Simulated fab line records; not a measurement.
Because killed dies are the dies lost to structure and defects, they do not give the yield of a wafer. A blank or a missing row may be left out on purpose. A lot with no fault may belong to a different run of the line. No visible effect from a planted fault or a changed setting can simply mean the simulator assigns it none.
Chamber matching || flow gf180mcu || GF_V2_CMP_26 on cmp-02: 4 sister chambers
The step polishes, stops on SiO2, t overpolish 15 s, target thk 0 nm. 4 wafers are shown with their chamber, then 12 later ones without.

EACH WAFER AND ITS CHAMBER
{"wafer": "L084.5", "chamber": 2, "motor_current_A (A)": 9.8}
{"wafer": "L086.2", "chamber": 3, "motor_current_A (A)": 10.9}
{"wafer": "L087.4", "chamber": 0, "motor_current_A (A)": 9.6}
{"wafer": "L087.5", "chamber": 1, "motor_current_A (A)": 11.1}

WAFERS WHOSE CHAMBER IS MISSING
{"wafer": "L088.2", "motor_current_A (A)": 9.7}
{"wafer": "L088.4", "motor_current_A (A)": 9.3}
{"wafer": "L088.5", "motor_current_A (A)": 11.3}
{"wafer": "L091.1", "motor_current_A (A)": 9.9}
{"wafer": "L091.4", "motor_current_A (A)": 9.4}
{"wafer": "L091.6", "motor_current_A (A)": 9.5}
{"wafer": "L093.1", "motor_current_A (A)": 11.2}
{"wafer": "L093.3", "motor_current_A (A)": 11.0}
{"wafer": "L093.6", "motor_current_A (A)": 10.9}
{"wafer": "L097.3", "motor_current_A (A)": 11.2}
{"wafer": "L097.5", "motor_current_A (A)": 9.9}
{"wafer": "L097.6", "motor_current_A (A)": 11.2}

CHAMBER TAKEN BY EACH
{"wafer": "L088.2", "from the rows above": "can't be placed: 0 or 2", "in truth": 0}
{"wafer": "L088.4", "from the rows above": "can't be placed: 0 or 2", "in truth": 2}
{"wafer": "L088.5", "from the rows above": "can't be placed: 1 or 3", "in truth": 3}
{"wafer": "L091.1", "from the rows above": "can't be placed: 2 or 0", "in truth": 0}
{"wafer": "L091.4", "from the rows above": "can't be placed: 0 or 2", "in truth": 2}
{"wafer": "L091.6", "from the rows above": "can't be placed: 0 or 2", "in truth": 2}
{"wafer": "L093.1", "from the rows above": "can't be placed: 1 or 3", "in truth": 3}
{"wafer": "L093.3", "from the rows above": "can't be placed: 1 or 3", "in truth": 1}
{"wafer": "L093.6", "from the rows above": "can't be placed: 3 or 1", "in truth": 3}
{"wafer": "L097.3", "from the rows above": "can't be placed: 1 or 3", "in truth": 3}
{"wafer": "L097.5", "from the rows above": "can't be placed: 2 or 0", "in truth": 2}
{"wafer": "L097.6", "from the rows above": "can't be placed: 1 or 3", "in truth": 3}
Correctly placed: 0 of 12. Unplaceable from these rows: 12, with the true chamber sitting among the candidates in 12. Placed wrongly: 0.
How it was worked out, from the rows above alone: a wafer's distance from a chamber is the root of the sum, over the readings, of the square of ((its reading less the chamber's mean) divided by the reading's scatter). If the next closest chamber is less than 2 further off than the closest, the wafer can't be placed; otherwise it belongs to the closest. Each chamber's mean is taken over the wafers shown for it. The scatter (one wafer shown for each chamber): square how far every hidden wafer sits from the nearest shown wafer, average those squares and take the square root.
